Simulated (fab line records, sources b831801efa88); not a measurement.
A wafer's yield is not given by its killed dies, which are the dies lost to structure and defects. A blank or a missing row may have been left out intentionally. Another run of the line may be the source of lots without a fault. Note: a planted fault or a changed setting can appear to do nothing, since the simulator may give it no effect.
A lot that was struck, set against a sound lot / flow sky130 / 43 out of 708 route steps
Sound: these wafers, L290.1, L290.3, L290.6. The struck wafers were L301.2, L301.4, L301.6. The cause is given at the end.
For every step that has rows: the tool of each side, followed by ch and its chambers, followed by its first start. Under that, the readings that differ: sound wafers / struck wafers / difference of the means / sigmas: that difference in standard deviations of wafers without a fault.
alike: a reading whose means differ by less than 2 such deviations, as well as words and numbers matching on both sides. not compared: withheld readings; readings where some wafer has no value; bounds like >300 that might hide an equal value; numbers whose values overlap and for which the record gives no deviation.
Wherever a step has rows on one side only, a row that says differs or no value, or a row with sigmas, the two part there. When numbers do not overlap yet have no deviation, they are printed without sigmas and do not part them. A reading that every wafer of one side lacks parts them only if that side has two wafers or more.

first, 7 steps without rows for these wafers: SKY_METAL4_HMDS_06 (prime time 60 s); SKY_METAL4_COAT_07 (resist thk 60 nm); SKY_METAL4_COAT_08 (resist thk 1140 nm); SKY_METAL4_SOFTBAKE_09 (time 90 s); SKY_METAL4_EXPOSE_10 (exposes mask MM4, target cd 300 nm); SKY_METAL4_PEB_11; SKY_METAL4_DEVELOP_12 (develop time 60 s).
SKY_METAL4_CD_MEAS_13: target cd 300 nm.
  sound: cd sem-01 at day 43 12:07; struck: cd sem-01 at day 46 02:52
  alike: cd nm
SKY_METAL4_OVL_MEAS_14:
  sound: overlay-01 at day 43 12:14; struck: overlay-01 at day 46 02:58
  alike: METAL4_OVL
then, 3 steps without rows for these wafers: SKY_METAL4_DESCUM_15 (chemistry O2, time 8 s); SKY_METAL4_ETCH_16 (etches BARC in N2/H2, stops on SiO2, time 88.2 s, target depth 60 nm); SKY_METAL4_ETCH_17 (etches SiO2 in C4F8/O2/Ar, stops on TiN, time 3.9 s, target depth 15 nm).
SKY_METAL4_METAL_ETCH_18: etches the open film in Cl2/BCl3, stops on SiO2, target depth 845 nm, time 183.1 s.
  sound on rie metal-04 ch 0, day 43 12:25; struck on rie metal-01 ch 1, day 46 03:08
  alike: drypump motor current A, oes product au, throttle valve pct
  not compared: rf hours counter h
then, 5 steps without rows for these wafers: SKY_METAL4_STRIP_19 (strips in O2/N2); SKY_METAL4_STRIP_20 (strips in post etch residue remover, time 1200 s); SKY_METAL4_CLEAN_21 (cleans in IPA, time 180 s); SKY_METAL4_CLEAN_22 (cleans in O3/DIW); SKY_VIA4_HDPCVD_00 (deposits SiO2, target thk 1750 nm, time 291.7 s).
SKY_VIA4_THK_MEAS_01:
  sound: film metro-01 at day 43 13:23; struck: film metro-04 at day 46 04:06
  alike: VIA4_HDPCVD_THK
SKY_VIA4_CMP_02: polishes SiO2.
  sound on cmp-02 ch 2,3, day 43 13:26; struck on cmp-01 ch 0,2,3, day 46 04:09
  alike: head pressure psi, motor current A, slurry flow ml min
SKY_VIA4_BOW_MEAS_03:
  sound: film metro-04 at day 43 13:44; struck: film metro-04 at day 46 04:28
  alike: VIA4_BOW
then, 7 steps without rows for these wafers: SKY_VIA4_DEHYDRATE_04 (time 60 s); SKY_VIA4_HMDS_05 (prime time 60 s); SKY_VIA4_COAT_06 (resist thk 1140 nm); SKY_VIA4_SOFTBAKE_07 (time 60 s); SKY_VIA4_EXPOSE_08 (exposes mask VIM4, target cd 800 nm); SKY_VIA4_PEB_09; SKY_VIA4_DEVELOP_10 (develop time 60 s).
SKY_VIA4_OVL_MEAS_11:
  sound: overlay-01 at day 44 11:52; struck: overlay-01 at day 47 02:14
reading=VIA4_OVL (nm); sound=-3.8 -3.2 -4.8; struck=0.0 -1.1 -0.8; difference=+3.3; sigmas=+3
then, 1 step without rows for these wafers: SKY_VIA4_ETCH_12 (etches SiO2 in C4F8/O2/Ar, stops on TiN, target depth 580 nm).
SKY_VIA4_STRIP_13: strips in O2/N2.
  sound on plasma asher-02 ch 0,1, day 44 11:59; struck on plasma asher-02 ch 0,1, day 47 02:20
  alike: drypump motor current A, n2 flow sccm, oes product au, strip time to endpoint s
  not compared: rf hours counter h
then, 4 steps without rows for these wafers: SKY_VIA4_STRIP_14 (strips in post etch residue remover, time 1200 s); SKY_VIA4_CLEAN_15 (cleans in IPA, time 180 s); SKY_VIA4_CLEAN_16 (cleans in O3/DIW); SKY_VIA4_SPUTTER_17 (material TiN, target thk 20 nm, time 80 s).
SKY_VIA4_CVD_18: deposits W, target thk 505 nm, time 152.14 s.
  sound on cvd w-02 ch 0,1, day 44 12:38; struck on cvd w-01 ch 0,1, day 47 04:22
  alike: heater power w
SKY_VIA4_RS_MEAS_19: uses a four-point probe to measure.
  sound: film metro-04 at day 44 12:47; struck: film metro-03 at day 47 04:32
  alike: VIA4_W_RS
SKY_VIA4_THK_MEAS_20: measures by xrf.
  sound: film metro-04 at day 44 12:54; struck: film metro-03 at day 47 04:38
  alike: VIA4_W_THK
then, 1 step without rows for these wafers: SKY_VIA4_CMP_21 (polishes, stops on SiO2, t overpolish 25 s, target thk 0 nm).
SKY_METAL5_SPUTTER_00: material Ti, target thk 15 nm, time 10 s.
  sound: pvd sputter-02 at day 44 13:16; struck: pvd sputter-03 at day 47 06:00
  alike: throttle valve pct
then, 1 step without rows for these wafers: SKY_METAL5_SPUTTER_01 (material TiN, target thk 20 nm, time 16.7 s).
SKY_METAL5_SPUTTER_02: material AlCu, target thk 1150 nm, time 59.67 s.
  sound: pvd sputter-02 at day 44 13:19; struck: pvd sputter-03 at day 47 06:03
  alike: throttle valve pct
-- the record jumps here: 2 days lie between the struck wafers' starts before and after (it left off in module METAL5 and takes up again in module PAD_OPEN, whose first step shown is number 708 of the route) --
SKY_PAD_OPEN_PROBE_99:
  only the struck wafers here have rows in the record (prober-02, day 49 15:27); the sound ones have none

WHERE THEY PART
Last at SKY_PAD_OPEN_PROBE_99 as far as this record goes, first at SKY_VIA4_OVL_MEAS_11.

WHY: what the simulator had put in
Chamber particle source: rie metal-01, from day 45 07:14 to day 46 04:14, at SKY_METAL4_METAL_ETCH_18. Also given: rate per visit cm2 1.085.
